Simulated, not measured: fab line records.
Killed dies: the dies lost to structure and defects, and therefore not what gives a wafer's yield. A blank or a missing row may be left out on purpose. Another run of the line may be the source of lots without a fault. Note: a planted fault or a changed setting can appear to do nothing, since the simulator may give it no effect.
Problem report in the 8D (eight disciplines) form, filled by code / flow sky130 / the parts of the form that need people (team, actions taken, sign-off) are left out

== 1. PROBLEM STATEMENT ==
Wafers without a fault read 100.00 W, standard deviation 0.28; biasW at SKY_POLY_GATE_ETCH_17 reads a mean of 110.00 W on 6 wafers belonging to 2 lots. Relative to the usual mean, that is a shift of +36 standard deviations.
The step: etches poly-Si in HBr/Cl2, stops on SiO2, target depth 180 nm, time 70.5 s.
First seen on wafer L527.3, day 18 08:16, on rieSi-02. The record holds 36 wafers of 12 lots with a number at this step. Rule for "out" (also "out of limits"): further than 4 standard deviations from the usual mean. The other wafers with a number count as sound.

== 2. WHAT IT IS AND WHAT IT IS NOT ==
question=which readings at this step | is=biasW | is not=drypumpMotorCurrentA, oesProductAu
question=which lots | is=L527, L528 | is not=L521, L522, L523, L524, L535, L536, L538, L540, L543, L544
question=which wafers of those lots | is=all that have a number | is not=-
question=read on which tools | is=rieSi-02 | is not=rieSi-01
question=when | is=from day 18 08:16 | is not=up to then (12 sound wafers); but 18 sound wafers of L535, L536, L538, L540, L543, L544 came after

== 3. THE SUSPECTS, EACH WITH WHAT RULES IT OUT ==
Counting: a tool at a process step up to the reading stays a suspect if it ran every lot that is out and no sound lot after the first of them.
- rieSi-02 at SKY_POLY_GATE_ETCH_17 (etches poly-Si in HBr/Cl2, stops on SiO2, target depth 180 nm, time 70.5 s): ruled out as a lasting fault. Following L527 (day 18 08:16), the first lot on it that is out, the sound lots L536, L538, L540, L544 were run on it.
Left after counting: nothing in the record.

== 4. THE CAUSE (what the simulator had put in) ==
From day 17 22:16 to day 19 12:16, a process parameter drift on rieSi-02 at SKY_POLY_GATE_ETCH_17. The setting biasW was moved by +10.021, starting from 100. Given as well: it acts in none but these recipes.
Counting ruled it out, wrongly.

== 5. SEQUENCE OF EFFECTS, ordered by route ==
One row per reading whose mean, taken over the struck wafers that have a number, lies over 3 standard deviations from the usual. Only readings whose record carries a usual standard deviation are examined. hours: median over the lots of the time between each lot's start at the first step of this table that gives one and its start at this step. sigmas: the change, counted in usual standard deviations.
hours=0; step=SKY_POLY_GATE_ETCH_17; reading=biasW; usual=100.00 W; on struck wafers=110.00; change=+10.00; sigmas=+36
It contains these process steps:
- SKY_POLY_GATE_ETCH_17: etches poly-Si in HBr/Cl2, stops on SiO2, target depth 180 nm, time 70.5 s.
Later measuring or inspecting steps at which every struck wafer that the step has a row for has a number for every such reading, and none has moved that far: SKY_LDD_HVN_TW_MEAS_10.

== 6. WHAT WOULD HAVE CAUGHT IT SOONER ==
The fault began at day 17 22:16; the first out-of-limits reading in this record came at day 18 08:16, 10 hours later.
